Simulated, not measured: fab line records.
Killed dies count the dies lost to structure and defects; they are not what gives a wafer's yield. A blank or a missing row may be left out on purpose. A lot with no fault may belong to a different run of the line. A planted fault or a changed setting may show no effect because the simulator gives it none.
A struck lot beside a sound one    flow sky130    15 steps out of a route of 708
Sound: wafers L260.3, L260.5, L260.6. The struck wafers were L267.3, L267.5, L267.6. The cause is given at the end.
Order at every step that has rows: each side's tool, ch and its chambers, its first start. Under that, the readings that differ: sound wafers    struck wafers    difference of the means    sigmas: that difference in standard deviations of wafers without a fault.
alike: same words and numbers on both sides, and readings whose means sit less than 2 such deviations apart. not compared: any withheld reading, any reading some wafer has no value for, any bound like >300 that may hide the same value, and any number with overlapping values for which the record gives no deviation.
The two part at a step that has a row with sigmas, a row that says differs or no value, or rows on one side only. Numbers that don't overlap but have no deviation are shown without sigmas and don't part them. A reading missing from all wafers of one side parts the sides only when that side holds two or more wafers.

SKY_POLY_GATE_THK_MEAS_21:
  sound on film-metro-03, day 17 03:40; struck on film-metro-01, day 19 15:01
  alike: POLY_GATE_OXIDATION_THK
SKY_POLY_GATE_CD_MEAS_22:
  sound on cd-sem-01, day 17 03:50; struck on cd-sem-01, day 19 15:07
  alike: cd-nm
then, 7 steps without rows for these wafers: SKY_LDD_N_DEHYDRATE_00 (time 60 s); SKY_LDD_N_HMDS_01 (prime time 60 s); SKY_LDD_N_COAT_02 (resist thk 300 nm); SKY_LDD_N_SOFTBAKE_03 (time 60 s); SKY_LDD_N_EXPOSE_04 (exposes mask NTM, target cd 840 nm); SKY_LDD_N_PEB_05; SKY_LDD_N_DEVELOP_06 (develop time 60 s).
SKY_LDD_N_OVL_MEAS_07:
  sound on overlay-01, day 18 09:01; struck on overlay-01, day 20 21:12
  alike: LDD_N_OVL
then, 2 steps without rows for these wafers: SKY_LDD_N_IMPLANT_08; SKY_LDD_N_IMPLANT_09.
SKY_LDD_N_IMPLANT_10:
  sound on implanter-02 ch 0, day 18 09:23; struck on implanter-01 ch 0, day 20 21:34
reading                    sound                 struck                difference  sigmas
beam-energy-keV            19.994 19.998 19.999  17.008 17.009 17.013  -2.987      -99 or more
model.implant.rp-nm (nm)   15.72 15.72 15.72     13.92 13.92 13.92     -1.80       
model.implant.drp-nm (nm)  7.212 7.212 7.212     6.458 6.458 6.458     -0.754      
  alike: beam-on-s
then, 1 step without rows for these wafers: SKY_LDD_N_IMPLANT_11.
-- a jump in the record: the struck wafers' starts before and after are 27 days apart (it breaks off in module LDD_N and resumes in module PAD_OPEN, where the first step shown is number 708 of the route) --
SKY_PAD_OPEN_PROBE_99:
  sound on prober-01, day 46 02:22; struck on prober-01, day 47 20:58
reading                      sound              struck             difference  sigmas
model.etest.tip-n.rs-ohm-sq  441.2 441.8 439.3  452.3 457.1 454.8  +14.0       
  alike: killed_at_M0_to_M3, killed_at_M4_up, killed-at-contacts, killed-at-front-end, killed-at-other, killed-dies, killed-open, killed-short

WHERE THEY PART
At SKY_LDD_N_IMPLANT_10 and nowhere else, as far as this record goes. Later steps at which nothing parts them and some readings are alike: SKY_PAD_OPEN_PROBE_99.

WHY: what the simulator had put in
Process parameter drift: implanter-01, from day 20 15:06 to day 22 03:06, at SKY_LDD_N_IMPLANT_10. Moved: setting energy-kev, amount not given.
